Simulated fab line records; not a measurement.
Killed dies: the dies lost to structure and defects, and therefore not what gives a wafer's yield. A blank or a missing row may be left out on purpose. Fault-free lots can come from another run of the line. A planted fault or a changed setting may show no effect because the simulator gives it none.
Commonality check across tools ; flow gf180mcu ; 11 lots and 39 wafers in the sample

## THE REASON FOR OPENING IT
Of 11 lots, 2 have the reading NSD_TW flagged at GF_NSD_TW_MEAS_12. Wafers without a fault read 4291, standard deviation 49.
Rule: a lot gets a flag if all its wafers with a number sit over 4 standard deviations from that mean, or if no wafer of it has a number. The rest of the lots are taken to be sound.

lot;measured;on;NSD_TW, wafer by wafer;flag
L985;day 13 04:06;film metro-04;4221 4226 4216;
L992;day 15 16:46;film metro-03;4061 4070 4080 4055 4073 4091;FLAGGED
L993;day 16 02:24;film metro-03;4314 4321 4319;
L994;day 16 08:46;film metro-03;4091 4083 4082 4061 4075 4053;FLAGGED
L102;day 19 10:22;film metro-02;4299 4302 4297;
L103;day 19 18:08;film metro-02;4299 4286 4302;
L104;day 20 00:09;film metro-03;4297 4273 4309;
L105;day 20 05:41;film metro-02;4303 4307 4309;
L106;day 20 17:27;film metro-04;4201 4215 4209;
L107;day 21 01:45;film metro-03;4364 4344 4319;
L108;day 21 09:03;film metro-04;4205 4199 4202;
Average over the flagged lots: 4073; offset from the usual -218, equal to -4 standard deviations.

## WHICH TOOL RAN EACH LOT
2 process steps preceding the reading are held in the record, out of 602 steps in the route. Cell contents, in order: the tool; ch with the chambers the sampled wafers went through; the start.
lot;flag;GF_NSD_IMPLANT_09;GF_NSD_STRIP_11
L985;;implanter-04 ch 0, day 13 03:42;plasma asher-03 ch 0,1, day 13 04:00
L992;FLAGGED;implanter-04 ch 0, day 15 16:23;plasma asher-01 ch 0,1, day 15 16:40
L993;;implanter-01 ch 0, day 16 02:00;plasma asher-01 ch 0,1, day 16 02:18
L994;FLAGGED;implanter-04 ch 0, day 16 08:22;plasma asher-01 ch 0,1, day 16 08:40
L102;;implanter-01 ch 0, day 19 10:00;plasma asher-04 ch 0,1, day 19 10:17
L103;;implanter-01 ch 0, day 19 17:44;plasma asher-04 ch 0,1, day 19 18:02
L104;;implanter-02 ch 0, day 19 23:45;plasma asher-04 ch 0,1, day 20 00:03
L105;;implanter-01 ch 0, day 20 05:17;plasma asher-01 ch 0,1, day 20 05:35
L106;;implanter-04 ch 0, day 20 17:03;plasma asher-01 ch 0,1, day 20 17:21
L107;;implanter-01 ch 0, day 21 01:21;plasma asher-01 ch 0,1, day 21 01:39
L108;;implanter-04 ch 0, day 21 08:39;plasma asher-04 ch 0,1, day 21 08:57
What is done by these steps:
- GF_NSD_IMPLANT_09
- GF_NSD_STRIP_11: strips in O2/N2.
- GF_NSD_TW_MEAS_12

## FLAGGED OVER TOTAL, TOOL BY TOOL (the gauges that took the reading come last)
step;tool;lots run;flagged;share of the flagged lots;sound lots run after its first flagged lot
GF_NSD_IMPLANT_09;implanter-01;5;0;none;-
GF_NSD_IMPLANT_09;implanter-02;1;0;none;-
GF_NSD_IMPLANT_09;implanter-04;5;2;all;2 (L106,L108)
GF_NSD_STRIP_11;plasma asher-01;6;2;all;4 (L993,L105,L106,L107)
GF_NSD_STRIP_11;plasma asher-03;1;0;none;-
GF_NSD_STRIP_11;plasma asher-04;4;0;none;-
GF_NSD_TW_MEAS_12;film metro-02;3;0;none;-
GF_NSD_TW_MEAS_12;film metro-03;5;2;all;3 (L993,L104,L107)
GF_NSD_TW_MEAS_12;film metro-04;3;0;none;-

## WHAT IS ALLOWED BY THE TABLE
In the table, 3 rows ran each flagged lot (implanter-04 at GF_NSD_IMPLANT_09; plasma asher-01 at GF_NSD_STRIP_11; film metro-03 at GF_NSD_TW_MEAS_12).
- implanter-04 at GF_NSD_IMPLANT_09: 2 of its 5 lots flagged. Sound lots followed the first flagged one (L106, L108) on it, something a lasting fault affecting the whole tool could not allow. Its own readings (beam energy keV) fall more than 4 standard deviations out on all wafers of the flagged lots.
- plasma asher-01 at GF_NSD_STRIP_11: 2 of its 6 lots flagged. Sound lots followed the first flagged one (L993, L105, L106, L107) on it, something a lasting fault affecting the whole tool could not allow. Its own readings (oes product au, strip time to endpoint s) fall more than 4 standard deviations out on all wafers of the flagged lots.
- film metro-03 at GF_NSD_TW_MEAS_12: 2 of its 5 lots flagged. Sound lots followed the first flagged one (L993, L104, L107) on it, something a lasting fault affecting the whole tool could not allow.
Not one row of the table ran every flagged lot while running no sound lot after the first.

## WHAT THE SIMULATOR HAD INSERTED
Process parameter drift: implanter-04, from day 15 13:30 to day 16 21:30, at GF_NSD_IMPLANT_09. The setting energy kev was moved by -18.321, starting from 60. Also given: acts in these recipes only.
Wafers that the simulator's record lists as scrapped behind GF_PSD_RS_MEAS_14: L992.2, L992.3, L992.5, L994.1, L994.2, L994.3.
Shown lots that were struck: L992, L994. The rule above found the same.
